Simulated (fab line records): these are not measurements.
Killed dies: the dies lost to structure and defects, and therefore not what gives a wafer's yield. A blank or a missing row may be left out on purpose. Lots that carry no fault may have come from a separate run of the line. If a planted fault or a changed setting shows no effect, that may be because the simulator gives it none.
Which tool is to blame?    flow sky130    24 lots with 72 wafers sampled at 5 steps, on a route of 708 steps

== WHAT EACH GAUGE READ, for each wafer ==
SKY_METAL3_OVL_MEAS_14.
lot   measured      on          METAL3_OVL (nm)
L076  day 39 08:07  overlay-01  3 0 3
L075  day 39 08:56  overlay-01  -2 8 4
L074  day 39 09:42  overlay-02  0 -2 -2
L077  day 39 10:34  overlay-02  -9 -1 -10
L078  day 39 18:39  overlay-02  3 10 4
L079  day 40 03:50  overlay-02  -2 3 3
L080  day 40 10:51  overlay-02  0 1 8
L081  day 40 19:45  overlay-02  3 0 0
L082  day 41 04:53  overlay-01  7 4 4
L083  day 41 10:19  overlay-01  -5 -3 3
L084  day 41 18:00  overlay-01  8 2 6
L085  day 41 18:18  overlay-01  1 1 1
L086  day 42 05:36  overlay-02  -5 3 0
L087  day 42 14:11  overlay-02  -1 12 4
L088  day 42 21:55  overlay-02  -7 -2 2
L089  day 43 02:03  overlay-01  5 3 -3
L090  day 43 04:57  overlay-01  0 -3 3
L093  day 44 16:35  overlay-01  1 1 4
L094  day 44 18:10  overlay-01  2 6 16
L091  day 44 18:47  overlay-02  -1 7 -2
L095  day 44 20:02  overlay-02  7 -2 1
L092  day 44 21:57  overlay-01  -8 -2 0
L096  day 44 22:29  overlay-02  -2 5 0
L097  day 45 03:02  overlay-02  -2 14 2

== TOOL THAT RAN EACH LOT (tool first, then ch and the chambers of the sampled wafers, then the start) ==
lot   SKY_CONTACT_STRIP_19                  SKY_METAL2_STRIP_20                   SKY_VIA2_STRIP_16                     SKY_METAL3_SPUTTER_00
L076  plasma asher-02 ch 0,1, day 32 13:16  plasma asher-02 ch 0,1, day 36 00:19  plasma asher-03 ch 0,1, day 37 03:23  pvd sputter-04, day 37 04:40
L075  plasma asher-03 ch 0,1, day 32 13:30  plasma asher-02 ch 0,1, day 36 01:15  plasma asher-03 ch 0,1, day 37 04:31  pvd sputter-01, day 37 05:47
L074  plasma asher-02 ch 0,1, day 32 14:27  plasma asher-03 ch 0,1, day 36 02:07  plasma asher-02 ch 0,1, day 37 05:13  pvd sputter-01, day 37 06:31
L077  plasma asher-02 ch 0,1, day 32 15:33  plasma asher-04 ch 0,1, day 36 03:03  plasma asher-01 ch 0,1, day 37 05:35  pvd sputter-02, day 37 06:50
L078  plasma asher-01 ch 0,1, day 32 23:05  plasma asher-04 ch 0,1, day 36 11:04  plasma asher-02 ch 0,1, day 37 14:25  pvd sputter-04, day 37 15:41
L079  plasma asher-01 ch 0,1, day 33 09:22  plasma asher-03 ch 0,1, day 36 20:55  plasma asher-03 ch 0,1, day 37 23:01  pvd sputter-02, day 38 00:16
L080  plasma asher-02 ch 0,1, day 33 16:18  plasma asher-02 ch 0,1, day 37 03:26  plasma asher-02 ch 0,1, day 38 06:23  pvd sputter-02, day 38 07:37
L081  plasma asher-01 ch 0,1, day 34 01:43  plasma asher-02 ch 1, day 37 13:18    plasma asher-01 ch 0,1, day 38 15:05  pvd sputter-02, day 38 16:22
L082  plasma asher-01 ch 0,1, day 34 13:20  plasma asher-03 ch 0,1, day 37 22:34  plasma asher-03 ch 0,1, day 39 01:17  pvd sputter-02, day 39 02:34
L083  plasma asher-01 ch 0,1, day 34 18:27  plasma asher-02 ch 0,1, day 38 04:36  plasma asher-01 ch 0,1, day 39 06:43  pvd sputter-02, day 39 07:58
L084  plasma asher-01 ch 0,1, day 35 02:11  plasma asher-04 ch 0,1, day 38 12:12  plasma asher-02 ch 0,1, day 39 14:31  pvd sputter-02, day 39 15:46
L085  plasma asher-03 ch 0,1, day 35 03:32  plasma asher-04 ch 0,1, day 38 13:37  plasma asher-02 ch 0,1, day 39 15:44  pvd sputter-04, day 39 17:02
L086  plasma asher-01 ch 0,1, day 35 16:04  plasma asher-02 ch 0,1, day 39 00:19  plasma asher-02 ch 0,1, day 40 02:53  pvd sputter-02, day 40 04:09
L087  plasma asher-01 ch 0,1, day 36 01:22  plasma asher-02 ch 0,1, day 39 09:47  plasma asher-02 ch 0,1, day 40 11:26  pvd sputter-04, day 40 12:44
L088  plasma asher-01 ch 0,1, day 36 08:43  plasma asher-04 ch 0,1, day 39 17:12  plasma asher-02 ch 0,1, day 40 18:55  pvd sputter-04, day 40 20:09
L089  plasma asher-01 ch 0,1, day 36 13:08  plasma asher-04 ch 0,1, day 39 21:22  plasma asher-03 ch 0,1, day 40 23:18  pvd sputter-04, day 41 00:35
L090  plasma asher-03 ch 0,1, day 36 14:28  plasma asher-03 ch 0,1, day 39 23:49  plasma asher-01 ch 0,1, day 41 01:13  pvd sputter-04, day 41 02:29
L093  plasma asher-03 ch 0, day 38 10:19    plasma asher-02 ch 0,1, day 41 15:56  plasma asher-01 ch 0,1, day 42 17:52  pvd sputter-02, day 42 19:08
L094  plasma asher-03 ch 1, day 38 11:57    plasma asher-02 ch 0, day 41 18:50    plasma asher-03 ch 0,1, day 42 20:38  pvd sputter-04, day 42 21:54
L091  plasma asher-01 ch 0,1, day 38 13:08  plasma asher-02 ch 0,1, day 41 19:51  plasma asher-03 ch 0,1, day 42 21:41  pvd sputter-01, day 42 22:57
L095  plasma asher-03 ch 0,1, day 38 14:44  plasma asher-02 ch 0, day 41 21:58    plasma asher-02 ch 0,1, day 42 23:25  pvd sputter-01, day 43 00:40
L092  plasma asher-02 ch 0,1, day 38 14:52  plasma asher-03 ch 0,1, day 41 22:35  plasma asher-02 ch 0,1, day 43 00:47  pvd sputter-04, day 43 02:15
L096  plasma asher-02 ch 0, day 38 15:53    plasma asher-03 ch 0, day 41 23:53    plasma asher-02 ch 0, day 43 01:36    pvd sputter-04, day 43 02:54
L097  plasma asher-03 ch 0,1, day 38 22:32  plasma asher-04 ch 0,1, day 42 05:28  plasma asher-01 ch 0,1, day 43 06:59  pvd sputter-02, day 43 08:17
- SKY_CONTACT_STRIP_19: strips in O2/N2.
- SKY_METAL2_STRIP_20: strips in O2/N2.
- SKY_VIA2_STRIP_16: strips in O2/N2.
- SKY_METAL3_SPUTTER_00: material Ti, target thk 15 nm, time 10 s.

== WHAT THE TOOLS THEMSELVES READ (means of the sampled wafers that have a number; where no wafer has one, the mark that the record gives instead) ==
SKY_CONTACT_STRIP_19.
lot   tool             drypump motor current A (A)  oes product au (a.u.)  strip time to endpoint s (s)
L076  plasma asher-02  5.1                          0.377                  3.59
L075  plasma asher-03  5.8                          0.378                  3.65
L074  plasma asher-02  5.3                          0.381                  3.63
L077  plasma asher-02  5.1                          0.382                  3.62
L078  plasma asher-01  6.2                          0.381                  3.66
L079  plasma asher-01  5.9                          0.382                  3.64
L080  plasma asher-02  5.3                          0.386                  3.63
L081  plasma asher-01  5.8                          0.383                  3.62
L082  plasma asher-01  5.9                          0.382                  3.62
L083  plasma asher-01  6.2                          0.379                  3.52
L084  plasma asher-01  6.3                          0.376                  3.59
L085  plasma asher-03  5.8                          0.382                  3.66
L086  plasma asher-01  6.3                          0.382                  3.58
L087  plasma asher-01  5.8                          0.383                  3.71
L088  plasma asher-01  5.8                          0.379                  3.61
L089  plasma asher-01  5.9                          0.384                  3.65
L090  plasma asher-03  5.8                          0.382                  3.64
L093  plasma asher-03  6.1                          0.379                  3.64
L094  plasma asher-03  5.1                          0.379                  3.58
L091  plasma asher-01  5.8                          0.383                  3.65
L095  plasma asher-03  5.4                          0.379                  3.61
L092  plasma asher-02  5.1                          0.382                  3.63
L096  plasma asher-02  4.9                          0.378                  3.56
L097  plasma asher-03  5.4                          0.380                  3.66

SKY_METAL2_STRIP_20.
lot   tool             drypump motor current A (A)  oes product au (a.u.)  strip time to endpoint s (s)
L076  plasma asher-02  5.3                          0.344                  2.72
L075  plasma asher-02  5.4                          0.337                  2.63
L074  plasma asher-03  5.8                          0.346                  2.78
L077  plasma asher-04  5.9                          0.348                  2.71
L078  plasma asher-04  6.0                          0.344                  2.74
L079  plasma asher-03  5.4                          0.350                  2.74
L080  plasma asher-02  5.3                          0.339                  2.65
L081  plasma asher-02  5.6                          0.339                  2.64
L082  plasma asher-03  5.4                          0.341                  2.63
L083  plasma asher-02  5.4                          0.342                  2.69
L084  plasma asher-04  5.9                          0.348                  2.71
L085  plasma asher-04  6.0                          0.343                  2.64
L086  plasma asher-02  5.1                          0.344                  2.61
L087  plasma asher-02  5.1                          0.350                  2.79
L088  plasma asher-04  6.0                          0.340                  2.68
L089  plasma asher-04  5.9                          0.344                  2.66
L090  plasma asher-03  5.4                          0.345                  2.69
L093  plasma asher-02  5.1                          0.341                  2.62
L094  plasma asher-02  4.9                          0.346                  2.80
L091  plasma asher-02  5.4                          0.338                  2.60
L095  plasma asher-02  4.9                          0.338                  2.56
L092  plasma asher-03  5.4                          0.340                  2.65
L096  plasma asher-03  6.1                          0.341                  2.64
L097  plasma asher-04  5.9                          0.341                  2.74

SKY_VIA2_STRIP_16.
lot   tool             drypump motor current A (A)  oes product au (a.u.)  strip time to endpoint s (s)
L076  plasma asher-03  5.8                          0.401                  4.00
L075  plasma asher-03  5.7                          0.400                  4.06
L074  plasma asher-02  5.4                          0.400                  4.09
L077  plasma asher-01  5.9                          0.394                  4.03
L078  plasma asher-02  5.1                          0.397                  4.05
L079  plasma asher-03  5.8                          0.395                  4.04
L080  plasma asher-02  5.3                          0.396                  4.06
L081  plasma asher-01  5.9                          0.402                  4.04
L082  plasma asher-03  5.4                          0.395                  4.01
L083  plasma asher-01  5.9                          0.396                  4.04
L084  plasma asher-02  5.1                          0.397                  4.03
L085  plasma asher-02  5.1                          0.397                  4.05
L086  plasma asher-02  5.1                          0.401                  4.09
L087  plasma asher-02  5.1                          0.398                  4.11
L088  plasma asher-02  5.3                          0.396                  4.03
L089  plasma asher-03  5.8                          0.398                  4.05
L090  plasma asher-01  5.9                          0.399                  4.07
L093  plasma asher-01  6.2                          0.396                  4.03
L094  plasma asher-03  5.8                          0.397                  4.02
L091  plasma asher-03  5.8                          0.407                  4.06
L095  plasma asher-02  5.1                          0.403                  4.10
L092  plasma asher-02  5.4                          0.400                  4.12
L096  plasma asher-02  4.9                          0.396                  4.03
L097  plasma asher-01  6.3                          0.405                  4.10

SKY_METAL3_SPUTTER_00.
lot   tool            throttle valve pct (%)
L076  pvd sputter-04  29.8
L075  pvd sputter-01  31.9
L074  pvd sputter-01  31.2
L077  pvd sputter-02  30.3
L078  pvd sputter-04  29.7
L079  pvd sputter-02  30.4
L080  pvd sputter-02  30.3
L081  pvd sputter-02  30.9
L082  pvd sputter-02  30.4
L083  pvd sputter-02  30.6
L084  pvd sputter-02  30.8
L085  pvd sputter-04  30.9
L086  pvd sputter-02  30.7
L087  pvd sputter-04  29.9
L088  pvd sputter-04  28.7
L089  pvd sputter-04  29.3
L090  pvd sputter-04  29.3
L093  pvd sputter-02  30.3
L094  pvd sputter-04  29.2
L091  pvd sputter-01  32.7
L095  pvd sputter-01  30.7
L092  pvd sputter-04  30.3
L096  pvd sputter-04  30.3
L097  pvd sputter-02  30.5

== THE ANSWER, worked out from the rows above alone ==
Rule: usual is defined by the lots themselves. Put in order of their means at a reading, lots are off if they are a third of the lots or fewer, leave a main group of 4 or more, and stand apart from it by a gap of 3 or more times the standard deviation of the main group's means; of several such gaps the widest counts. A main group is skipped when, at the precision printed for the reading in the tables above, its means are all equal. A lot without any number at a reading at which 4 lots or more have one is off too. Any other lot the step has rows for is counted as sound. First the gauges in route order, then the tools' own readings, where a lot's mean is used as printed above. The first step at which some lot is off is used, and at that step the reading that is off furthest; a lot without a number counts as furthest.
None of the lots is off at any reading shown; this tells nothing.

== WHAT THE SIMULATOR HAD PUT IN ==
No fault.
